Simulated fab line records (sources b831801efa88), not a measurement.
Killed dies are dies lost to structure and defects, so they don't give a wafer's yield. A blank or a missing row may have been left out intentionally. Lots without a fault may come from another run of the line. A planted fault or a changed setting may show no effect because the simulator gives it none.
fab line records	flow gf180mcu
record lots=15	wafers=45	lastDay=34
route steps=602 shown V3@445
lots untouched by any fault: they come from a run of this same line in which no faults occurred
startH: hours from the record's first day to the start of the lot's first wafer shown	waitH: hours since the lot's step before	" unchanged from the row above	L1.1+2: a single row standing in for several wafers	- either no value or no given start	* or withheld: withheld	< > ~ a bound
route shown NAME@n: a module of which the file shows steps, and the number in the route of the first	usual: mean/standard deviation of fault-free wafers	same: alike in all rows	chamber/n: place in a boat	sites: readings site by site	_std_site: standard deviation across them	_edge_site: outer sites' mean less inner sites'	radiusMm: how far each site lies from the wafer's centre	mask NAME#n: copy n	behind: the tool/chamber that last shaped the wafer	hold: why the lot was held/for how many hours/how that ended	device: names the non-switching transistor (n, p or np)	end of line: tests of these same wafers at the route's end	a step with no rows: only its recipe	killed: dies that structure and defects cost at the first sort, which is not the same as the wafer's yield	map: shows each die of a wafer: x if killed, . if not, _ if none is there
set.NAME: the setting that was run; set.NAME@STEP: the one run at that earlier step	model.NAME: the simulator's own value behind a step, which no gauge read
route steps across a sampled set of lots; one table per step, one row per wafer
services: when a tool's chamber went out of use (startH, in hours from the record's first day, below 0 if earlier), for how many hours, and the reason
## steps
# step GF_V3_ETCH_16
# recipe chemistry=N2/H2	targetDepthA=withheld	overetchA=withheld	timeS=withheld	target=BARC	ionEnergyEv=200	sourceW=500	biasW=100	pressureMtorr=30	n2FlowSccm=100	h2FlowSccm=200
# usual drypumpMotorCurrentA=5.8/0.44	n2FlowSccm=99.99/0.29	oesProductAu=0.855/0.0045	rfFwdPowerW=494.9/2.6	throttleValvePct=13.224/0.0084
lot.wafer	tool	chamber	startH	waitH	drypumpMotorCurrentA	n2FlowSccm	oesProductAu	rfFwdPowerW	throttleValvePct
L370.2	rieDiel-03	3	516.02	0.0	5.2	99.69	0.849	492.2	13.224
L370.5	"	3	"	"	5.2	99.94	0.862	494.4	13.226
L370.6	"	0	"	"	5.4	99.98	0.856	497.4	13.228
L371.3	rieDiel-01	2	535.67	0.0	6.1	100.00	0.858	494.1	13.233
L371.4	"	1	"	"	6.2	100.13	0.864	492.5	13.226
L371.6	"	3	"	"	6.4	99.95	0.856	497.4	13.218
L374.1	rieDiel-04	0	558.21	0.0	5.6	100.21	0.858	498.2	13.219
L374.2	"	1	"	"	6.5	99.70	0.858	497.3	13.223
L374.3	"	3	"	"	5.8	100.28	0.855	491.5	13.230
L375.1	rieDiel-01	1	567.87	0.0	6.1	99.98	0.862	491.6	13.229
L375.2	"	3	"	"	6.4	100.09	0.859	496.8	13.234
L375.3	"	0	"	"	6.2	99.89	0.865	498.7	13.233
L377.2	rieDiel-01	3	576.72	0.0	6.4	99.15	0.862	502.0	13.219
L377.3	"	1	"	"	6.1	99.86	0.860	493.7	13.220
L377.4	"	0	"	"	6.3	99.65	0.855	496.7	13.242
L376.3	rieDiel-01	2	578.47	0.0	6.2	99.81	0.855	495.6	13.228
L376.4	"	0	"	"	6.2	99.39	0.849	497.0	13.230
L376.6	"	3	"	"	6.4	99.68	0.859	497.3	13.220
L378.1	rieDiel-03	1	585.57	0.0	5.5	100.36	0.856	491.9	13.215
L378.3	"	0	"	"	5.4	100.20	0.856	494.9	13.224
L378.4	"	3	"	"	5.2	100.36	0.854	495.6	13.224
L379.2	rieDiel-03	3	593.27	0.0	5.2	99.53	0.864	494.8	13.221
L379.3	"	0	"	"	5.4	100.05	0.847	498.1	13.221
L379.5	"	2	"	"	5.4	99.97	0.852	491.4	13.227
L380.1	rieDiel-03	3	598.72	0.0	5.2	100.37	0.858	493.8	13.231
L380.2	"	2	"	"	5.4	100.60	0.858	490.0	13.218
L380.3	"	0	"	"	5.4	99.85	0.847	495.1	13.229
L381.3	rieDiel-04	2	604.02	0.0	5.6	100.36	0.857	497.9	13.214
L381.4	"	0	"	"	5.6	99.94	0.860	493.0	13.223
L381.6	"	0	"	"	5.6	99.45	0.858	497.2	13.224
L382.1	rieDiel-01	2	612.17	0.0	6.1	99.86	0.847	495.3	13.233
L382.4	"	3	"	"	6.4	100.31	0.855	499.4	13.233
L382.5	"	1	"	"	6.2	99.94	0.851	495.3	13.228
L389.1	rieDiel-03	2	657.82	0.0	5.4	99.73	0.851	489.9	13.214
L389.5	"	0	"	"	5.4	100.09	0.855	495.0	13.216
L389.6	"	2	"	"	5.4	100.13	0.852	491.9	13.236
L390.1	rieDiel-03	3	666.92	0.0	5.2	99.57	0.859	494.0	13.218
L390.3	"	1	"	"	5.5	100.14	0.857	491.1	13.226
L390.4	"	0	"	"	5.4	99.91	0.858	496.8	13.230
L391.1	rieDiel-04	1	675.77	0.0	6.5	100.08	0.858	499.1	13.219
L391.3	"	2	"	"	5.6	100.25	0.859	498.3	13.237
L391.5	"	3	"	"	5.8	99.89	0.859	494.8	13.227
L392.1	rieDiel-01	1	677.92	0.0	6.2	99.97	0.856	493.9	13.229
L392.2	"	3	"	"	6.4	100.37	0.850	496.1	13.213
L392.4	"	2	"	"	6.2	99.60	0.853	495.9	13.240
# step GF_V3_CVD_23
# recipe material=W	targetThkNm=350	timeS=104.9	tempC=400	pressureTorr=40
# usual heaterPowerW=863/82
lot.wafer	tool	chamber	startH	waitH	heaterPowerW
L370.2	cvdW-02	0	516.78	0.0	802
L370.5	"	0	"	"	831
L370.6	"	1	"	"	693
L371.3	cvdW-02	1	536.47	0.1	708
L371.4	"	0	"	"	800
L371.6	"	1	"	"	703
L374.1	cvdW-01	1	559.38	0.0	979
L374.2	"	0	"	"	861
L374.3	"	1	"	"	956
L375.1	cvdW-01	0	568.68	0.0	877
L375.2	"	1	"	"	932
L375.3	"	1	"	"	955
L377.2	cvdW-01	0	577.52	0.0	866
L377.3	"	1	"	"	944
L377.4	"	0	"	"	847
L376.3	cvdW-02	1	579.31	0.1	696
L376.4	"	0	"	"	823
L376.6	"	1	"	"	699
L378.1	cvdW-01	1	586.34	0.0	940
L378.3	"	0	"	"	862
L378.4	"	1	"	"	920
L379.2	cvdW-01	0	594.04	0.0	871
L379.3	"	0	"	"	852
L379.5	"	0	"	"	887
L380.1	cvdW-01	0	599.49	0.0	869
L380.2	"	1	"	"	963
L380.3	"	1	"	"	985
L381.3	cvdW-01	0	604.91	0.1	864
L381.4	"	1	"	"	956
L381.6	"	1	"	"	946
L382.1	cvdW-01	0	613.37	0.0	861
L382.4	"	1	"	"	953
L382.5	"	1	"	"	938
L389.1	cvdW-02	0	659.06	0.0	821
L389.5	"	0	"	"	814
L389.6	"	1	"	"	702
L390.1	cvdW-02	0	668.03	0.0	818
L390.3	"	0	"	"	809
L390.4	"	0	"	"	822
L391.1	cvdW-01	1	676.53	0.0	934
L391.3	"	1	"	"	950
L391.5	"	1	"	"	945
L392.1	cvdW-01	1	678.78	0.0	946
L392.2	"	0	"	"	856
L392.4	"	1	"	"	971
# step GF_V3_THK_MEAS_25
# recipe thkMeasGauge=xrf	reads=W_of_V3_CVD_23
# usual V3_W_THK=338/6.9
lot.wafer	tool	chamber	startH	waitH	V3_W_THK[nm]
L370.2	filmMetro-01	-	517.03	0.1	339
L370.5	"	-	"	"	339
L370.6	"	-	"	"	332
L371.3	filmMetro-01	-	536.69	0.1	332
L371.4	"	-	"	"	342
L371.6	"	-	"	"	337
L374.1	filmMetro-03	-	559.61	0.1	340
L374.2	"	-	"	"	338
L374.3	"	-	"	"	343
L375.1	filmMetro-01	-	568.91	0.1	342
L375.2	"	-	"	"	333
L375.3	"	-	"	"	336
L377.2	filmMetro-01	-	577.77	0.1	338
L377.3	"	-	"	"	342
L377.4	"	-	"	"	342
L376.3	filmMetro-04	-	579.53	0.1	326
L376.4	"	-	"	"	329
L376.6	"	-	"	"	325
L378.1	filmMetro-03	-	586.58	0.1	349
L378.3	"	-	"	"	346
L378.4	"	-	"	"	346
L379.2	filmMetro-03	-	594.28	0.1	344
L379.3	"	-	"	"	344
L379.5	"	-	"	"	346
L380.1	filmMetro-03	-	599.72	0.1	343
L380.2	"	-	"	"	347
L380.3	"	-	"	"	347
L381.3	filmMetro-01	-	605.13	0.1	344
L381.4	"	-	"	"	344
L381.6	"	-	"	"	342
L382.1	filmMetro-04	-	613.60	0.1	333
L382.4	"	-	"	"	335
L382.5	"	-	"	"	334
L389.1	filmMetro-03	-	659.29	0.1	350
L389.5	"	-	"	"	353
L389.6	"	-	"	"	351
L390.1	filmMetro-01	-	668.37	0.1	339
L390.3	"	-	"	"	337
L390.4	"	-	"	"	341
L391.1	filmMetro-03	-	676.77	0.1	341
L391.3	"	-	"	"	337
L391.5	"	-	"	"	341
L392.1	filmMetro-04	-	679.01	0.1	324
L392.2	"	-	"	"	327
L392.4	"	-	"	"	323
# step GF_V3_CMP_26
# recipe stopOn=SiO2	downForcePsi=3.5	platenRpm=60	tOverpolishS=15	targetThkNm=0	padVelocityMS=0.94248
# usual edgeZonePressureFrac=1.000/0.0045	headPressurePsi=3.501/0.0071	motorCurrentA=10.8/1.3	overpolishRunS=15.000/0.01	timeToEndpointS=84/3.6
lot.wafer	tool	chamber	startH	waitH	edgeZonePressureFrac	headPressurePsi	motorCurrentA	overpolishRunS	timeToEndpointS
L370.2	cmp-02	0	517.18	0.1	0.995	3.500	10.6	14.997	79
L370.6	"	2	"	"	1.001	3.498	12.4	15.003	82
L370.5	"	3	"	"	1.000	3.506	13.3	15.003	83
L371.4	cmp-01	3	536.78	0.1	0.997	3.504	9.5	14.986	85
L371.3	"	0	"	"	1.006	3.508	10.2	15.010	83
L371.6	"	3	"	"	1.006	3.508	9.3	14.989	84
L374.2	cmp-02	0	559.67	0.0	1.005	3.510	10.9	15.000	82
L374.1	"	2	"	"	1.004	3.502	11.7	15.019	86
L374.3	"	3	"	"	0.997	3.496	13.1	15.009	85
L375.3	cmp-01	2	568.97	0.0	1.006	3.492	11.0	14.998	77
L375.2	"	3	"	"	1.002	3.494	9.5	14.998	81
L375.1	"	0	"	"	1.006	3.497	10.0	14.991	82
L377.4	cmp-02	0	577.82	0.0	0.999	3.502	11.4	14.999	83
L377.2	"	1	"	"	0.991	3.494	11.1	14.998	88
L377.3	"	2	"	"	0.995	3.501	12.0	15.012	85
L376.4	cmp-02	2	579.77	0.2	1.004	3.503	11.7	14.996	87
L376.3	"	0	"	"	0.997	3.511	11.0	15.000	81
L376.6	"	3	"	"	1.009	3.496	13.0	14.980	83
L378.4	cmp-01	0	586.69	0.1	1.002	3.494	10.1	14.994	85
L378.3	"	1	"	"	0.999	3.500	9.2	14.987	84
L378.1	"	2	"	"	0.998	3.488	11.7	14.977	85
L379.2	cmp-01	2	594.38	0.1	1.009	3.509	12.2	14.987	89
L379.3	"	3	"	"	0.998	3.501	9.5	15.008	85
L379.5	"	2	"	"	1.002	3.506	12.2	14.993	86
L380.2	cmp-01	1	599.78	0.0	-	-	-	-	-
L380.1	"	2	"	"	-	-	-	-	-
L380.3	"	3	"	"	-	-	-	-	-
L381.4	cmp-01	0	605.27	0.1	-	-	-	-	-
L381.3	"	1	"	"	-	-	-	-	-
L381.6	"	2	"	"	-	-	-	-	-
L382.4	cmp-01	3	613.87	0.2	-	-	-	-	-
L382.1	"	0	"	"	-	-	-	-	-
L382.5	"	3	"	"	-	-	-	-	-
L389.1	cmp-02	3	659.35	0.1	1.001	3.501	13.3	15.005	84
L389.5	"	3	"	"	1.003	3.500	12.7	15.022	86
L389.6	"	0	"	"	1.001	3.506	11.3	14.996	84
L390.1	cmp-01	0	668.76	0.4	0.997	3.497	9.8	14.986	87
L390.4	"	2	"	"	0.999	3.500	11.9	15.007	86
L390.3	"	3	"	"	1.005	3.496	10.1	14.985	86
L391.3	cmp-02	1	676.88	0.1	1.006	3.507	10.4	15.003	87
L391.1	"	3	"	"	1.005	3.498	12.7	15.002	85
L391.5	"	1	"	"	0.998	3.496	10.2	15.007	92
L392.2	cmp-01	1	679.12	0.1	1.003	3.500	9.7	15.001	86
L392.4	"	2	"	"	0.998	3.499	11.8	14.995	81
L392.1	"	3	"	"	0.997	3.501	9.5	15.006	86
## services
tool	chamber	startH	hours	kind
rieDiel-03	1	494.63	4.1	repair
cmp-01	-	501.92	1.3	repair
rieDiel-04	2	509.99	8.1	repair
cvdW-01	-	529.10	2.8	pm
rieDiel-04	3	535.66	4.5	repair
cmp-01	-	541.41	2.5	repair
cvdW-02	0	546.67	2.4	repair
cmp-02	-	557.79	0.7	repair
cmp-01	-	559.43	1.3	repair
rieDiel-03	-	567.07	0.7	repair
cmp-02	-	572.03	4.0	pm
rieDiel-03	1	575.90	5.7	repair
cmp-01	-	579.43	2.0	repair
rieDiel-01	-	581.52	2.8	pm
cmp-02	-	586.37	3.0	repair
cmp-02	-	590.29	2.0	repair
cmp-02	-	618.24	0.7	repair
rieDiel-03	-	620.86	2.8	pm
cmp-02	-	630.40	0.6	repair
rieDiel-03	3	651.88	11.8	repair
rieDiel-01	0	653.83	4.3	repair
rieDiel-01	2	656.02	20.4	repair
cmp-02	-	662.68	7.5	pm
cvdW-02	1	664.30	5.2	repair
## key
firstSign step=GF_V3_CMP_26	reading=toolRecord	direction=missing
effect none on later readings
metAt GF_V3_CMP_26
struckLots L380,L381,L382
laterRowsLeftOut L380.1,L380.2,L380.3,L381.3,L381.4,L381.6,L382.1,L382.4,L382.5
sortLeftOut L380.1,L380.2,L380.3,L381.3,L381.4,L381.6,L382.1,L382.4,L382.5
notActingAt GF_V3_ETCH_16,GF_V3_CVD_23,GF_V3_THK_MEAS_25
onsetBetween 594.38 599.78
fault kind=skippedStepWhole	tool=cmp-01	chamber=-	onsetH=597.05	steps=GF_V3_CMP_26	scope=struckLotsOnly
# sortLeftOut: the simulated sort isn't trusted on such a fault, so these wafers' sort isn't shown, and their yield isn't known
# laterRowsLeftOut: the simulator's readings of these wafers behind a module that went badly wrong aren't trusted and aren't shown, but for the sort
